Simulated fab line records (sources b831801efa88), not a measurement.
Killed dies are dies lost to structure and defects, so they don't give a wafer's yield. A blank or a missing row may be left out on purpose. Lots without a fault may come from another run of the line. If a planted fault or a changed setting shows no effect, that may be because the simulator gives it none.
Which tool did it? | flow sky130 | Sampling: 12 lots, 36 wafers, 2 of 708 route steps

## WHAT THE GAUGES SHOWED, per wafer
SKY_SD_N_TW_MEAS_12.
lot  | measured     | on            | SD_N_TW
L075 | day 27 20:20 | film_metro-03 | 4010 3996 4015
L079 | day 30 03:55 | film_metro-01 | 3925 3930 3922
L078 | day 30 07:46 | film_metro-01 | 3929 3911 3900
L080 | day 30 10:53 | film_metro-03 | 4017 4027 4028
L083 | day 32 04:20 | film_metro-01 | 3932 3938 3968
L086 | day 32 06:47 | film_metro-03 | 4012 4001 4001
L087 | day 32 09:15 | film_metro-01 | 3961 3948 3950
L088 | day 32 16:32 | film_metro-03 | 4016 4030 4008
L091 | day 33 06:47 | film_metro-01 | 3949 3962 3956
L094 | day 34 04:59 | film_metro-01 | 3946 3934 3907
L095 | day 34 09:43 | film_metro-03 | 3979 3966 3957
L097 | day 35 02:22 | film_metro-04 | 3967 3996 3992

## EACH LOT AND THE TOOL THAT RAN IT (in order: tool; ch and the chambers of the sampled wafers; start)
lot  | SKY_LDD_LDN_STRIP_12
L075 | plasma_asher-04 ch 0,1, day 22 19:38
L079 | plasma_asher-03 ch 0,1, day 25 04:26
L078 | plasma_asher-04 ch 0,1, day 25 07:42
L080 | plasma_asher-04 ch 0,1, day 25 12:15
L083 | plasma_asher-04 ch 0,1, day 27 09:38
L086 | plasma_asher-02 ch 0,1, day 27 11:10
L087 | plasma_asher-02 ch 0,1, day 27 14:56
L088 | plasma_asher-04 ch 1, day 27 21:59
L091 | plasma_asher-04 ch 0,1, day 28 13:56
L094 | plasma_asher-03 ch 0,1, day 29 13:29
L095 | plasma_asher-02 ch 0,1, day 29 18:00
L097 | plasma_asher-04 ch 0,1, day 30 11:20
- SKY_LDD_LDN_STRIP_12: strips in O2/N2.

## THE ANSWER, worked out from the rows above alone
Rule: the usual values come from the lots themselves. The widest of any qualifying gaps counts: lots, ordered by their means at a reading, are off when they make up no more than a third of the lots, leave a main group of 4 or more, and stand apart from it by 3 or more times the standard deviation of that group's means. A main group whose means are all the same, to the digits that the tables above print for the reading, isn't used. Also off: a lot with no number at a reading for which 4 or more lots have one. Any other lot the step has rows for is counted as sound.
Across all readings shown, no lot is off: no conclusion can be drawn from this.

## WHAT THE SIMULATOR HAD PUT IN
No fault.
